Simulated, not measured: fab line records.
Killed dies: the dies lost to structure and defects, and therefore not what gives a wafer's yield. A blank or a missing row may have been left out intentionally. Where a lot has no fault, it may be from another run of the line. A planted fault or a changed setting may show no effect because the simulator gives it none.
Chamber matching / flow sky130 / 4 sister chambers for SKY_VIA4_ETCH_12 on rie-diel-02
The step etches SiO2 in C4F8/O2/Ar, stops on TiN, target depth 580 nm. 20 wafers are shown with their chamber, then 10 later ones without.

## EACH WAFER AND ITS CHAMBER
wafer=L077.2; chamber=0; oes-product-au (a.u.)=0.927
wafer=L077.3; chamber=2; oes-product-au (a.u.)=0.925
wafer=L077.5; chamber=0; oes-product-au (a.u.)=0.928
wafer=L085.1; chamber=0; oes-product-au (a.u.)=0.921
wafer=L085.2; chamber=1; oes-product-au (a.u.)=0.924
wafer=L085.3; chamber=2; oes-product-au (a.u.)=0.925
wafer=L085.4; chamber=3; oes-product-au (a.u.)=0.926
wafer=L085.5; chamber=3; oes-product-au (a.u.)=0.932
wafer=L085.6; chamber=0; oes-product-au (a.u.)=0.937
wafer=L086.4; chamber=2; oes-product-au (a.u.)=0.924
wafer=L086.5; chamber=3; oes-product-au (a.u.)=0.926
wafer=L086.6; chamber=0; oes-product-au (a.u.)=0.924
wafer=L091.1; chamber=3; oes-product-au (a.u.)=0.934
wafer=L091.2; chamber=0; oes-product-au (a.u.)=0.928
wafer=L091.4; chamber=2; oes-product-au (a.u.)=0.930
wafer=L090.2; chamber=0; oes-product-au (a.u.)=0.926
wafer=L090.3; chamber=2; oes-product-au (a.u.)=0.928
wafer=L090.4; chamber=3; oes-product-au (a.u.)=0.923
wafer=L094.1; chamber=1; oes-product-au (a.u.)=0.919
wafer=L094.2; chamber=0; oes-product-au (a.u.)=0.925

SIGNATURES (averages over the wafers above)
reading=oes-product-au; chamber 0=0.92700; chamber 1=0.92150; chamber 2=0.92640; chamber 3=0.92820; scatter within a chamber=0.00414
Rule: distance of a wafer from a chamber = root of the sum over the readings of ((wafer's reading minus chamber's mean) / reading's scatter) squared. If the next closest chamber is less than 2 further off than the closest, the wafer can't be placed; otherwise it belongs to the closest. How the scatter is found: for the shown wafers, subtract from each reading the mean of its chamber, square and add these, divide the total by (wafers less chambers), then take the root.

## WAFERS WITHOUT THEIR CHAMBER
wafer=L094.3; oes-product-au (a.u.)=0.929
wafer=L094.4; oes-product-au (a.u.)=0.925
wafer=L094.5; oes-product-au (a.u.)=0.929
wafer=L094.6; oes-product-au (a.u.)=0.925
wafer=L096.1; oes-product-au (a.u.)=0.935
wafer=L096.2; oes-product-au (a.u.)=0.921
wafer=L096.3; oes-product-au (a.u.)=0.916
wafer=L096.4; oes-product-au (a.u.)=0.927
wafer=L096.5; oes-product-au (a.u.)=0.928
wafer=L096.6; oes-product-au (a.u.)=0.921

## WHICH CHAMBER EACH WENT THROUGH
wafer=L094.3; from the rows above=can't be placed: 3 or 0 or 2 or 1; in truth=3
wafer=L094.4; from the rows above=can't be placed: 2 or 0 or 3 or 1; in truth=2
wafer=L094.5; from the rows above=can't be placed: 3 or 0 or 2 or 1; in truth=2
wafer=L094.6; from the rows above=can't be placed: 2 or 0 or 3 or 1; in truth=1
wafer=L096.1; from the rows above=can't be placed: 3 or 0 or 2 or 1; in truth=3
wafer=L096.2; from the rows above=can't be placed: 1 or 2 or 0 or 3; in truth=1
wafer=L096.3; from the rows above=can't be placed: 1 or 2 or 0 or 3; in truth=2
wafer=L096.4; from the rows above=can't be placed: 0 or 2 or 3 or 1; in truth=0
wafer=L096.5; from the rows above=can't be placed: 3 or 0 or 2 or 1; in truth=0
wafer=L096.6; from the rows above=can't be placed: 1 or 2 or 0 or 3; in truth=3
0 of 10 placed correctly. Can't be placed from these rows: 10 (the true chamber is among the candidates in 10). Wrongly placed: 0.
